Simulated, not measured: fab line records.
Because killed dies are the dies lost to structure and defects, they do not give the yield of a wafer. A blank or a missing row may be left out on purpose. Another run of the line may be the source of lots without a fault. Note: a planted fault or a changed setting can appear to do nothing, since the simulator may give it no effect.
Chamber matching :: flow sky130 :: rie-si-02 running SKY_POLY_GATE_ETCH_17: 4 sister chambers
The step etches poly-Si in HBr/Cl2, stops on SiO2, target depth 180 nm, time 70.5 s. 8 wafers are shown with their chamber, then 8 later ones without.

WAFERS, EACH WITH ITS CHAMBER
wafer: L448.1
chamber: 0
rf-fwd-power-W (W): 398.6
oes-product-au (a.u.): 0.971

wafer: L451.6
chamber: 3
rf-fwd-power-W (W): 398.1
oes-product-au (a.u.): 0.983

wafer: L454.3
chamber: 3
rf-fwd-power-W (W): 397.5
oes-product-au (a.u.): 0.989

wafer: L457.3
chamber: 2
rf-fwd-power-W (W): 396.0
oes-product-au (a.u.): 0.984

wafer: L457.4
chamber: 0
rf-fwd-power-W (W): 397.2
oes-product-au (a.u.): 0.983

wafer: L466.1
chamber: 2
rf-fwd-power-W (W): 396.5
oes-product-au (a.u.): 0.985

wafer: L466.6
chamber: 1
rf-fwd-power-W (W): 396.6
oes-product-au (a.u.): 0.979

wafer: L468.3
chamber: 1
rf-fwd-power-W (W): 398.2
oes-product-au (a.u.): 0.982

WAFERS WITHOUT THEIR CHAMBER
wafer: L468.4
rf-fwd-power-W (W): 396.6
oes-product-au (a.u.): 1.004

wafer: L468.5
rf-fwd-power-W (W): 398.0
oes-product-au (a.u.): 0.988

wafer: L469.2
rf-fwd-power-W (W): 398.4
oes-product-au (a.u.): 0.978

wafer: L469.3
rf-fwd-power-W (W): 395.0
oes-product-au (a.u.): 0.989

wafer: L469.4
rf-fwd-power-W (W): 398.2
oes-product-au (a.u.): 0.983

wafer: L470.4
rf-fwd-power-W (W): 398.5
oes-product-au (a.u.): 0.983

wafer: L470.5
rf-fwd-power-W (W): 397.2
oes-product-au (a.u.): 0.994

wafer: L470.6
rf-fwd-power-W (W): 396.0
oes-product-au (a.u.): 0.996

THE CHAMBER EACH PASSED THROUGH
wafer: L468.4
from the rows above: can't be placed: 3 or 2 or 1 or 0
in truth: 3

wafer: L468.5
from the rows above: can't be placed: 3 or 1 or 0 or 2
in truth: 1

wafer: L469.2
from the rows above: can't be placed: 0 or 1 or 3
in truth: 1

wafer: L469.3
from the rows above: can't be placed: 2 or 1 or 3
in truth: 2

wafer: L469.4
from the rows above: can't be placed: 3 or 1 or 0 or 2
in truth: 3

wafer: L470.4
from the rows above: can't be placed: 3 or 0 or 1 or 2
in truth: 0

wafer: L470.5
from the rows above: can't be placed: 3 or 2 or 1 or 0
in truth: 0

wafer: L470.6
from the rows above: can't be placed: 2 or 3 or 1
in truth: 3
0 of 8 placed correctly. Cannot be placed on the basis of these rows: 8; the candidates contain the true chamber in 8. Number placed wrongly: 0.
How it was worked out, from the rows above alone: a wafer's distance from a chamber is the root of the sum, over the readings, of the square of ((its reading less the chamber's mean) divided by the reading's scatter). The wafer belongs to the nearest chamber; if the next one is less than 2 further off, it can't be placed. Each chamber's mean is taken over the wafers shown for it. The scatter: the root of (the sum of the squares of (reading less its chamber's mean) over the shown wafers, divided by (wafers less chambers)).
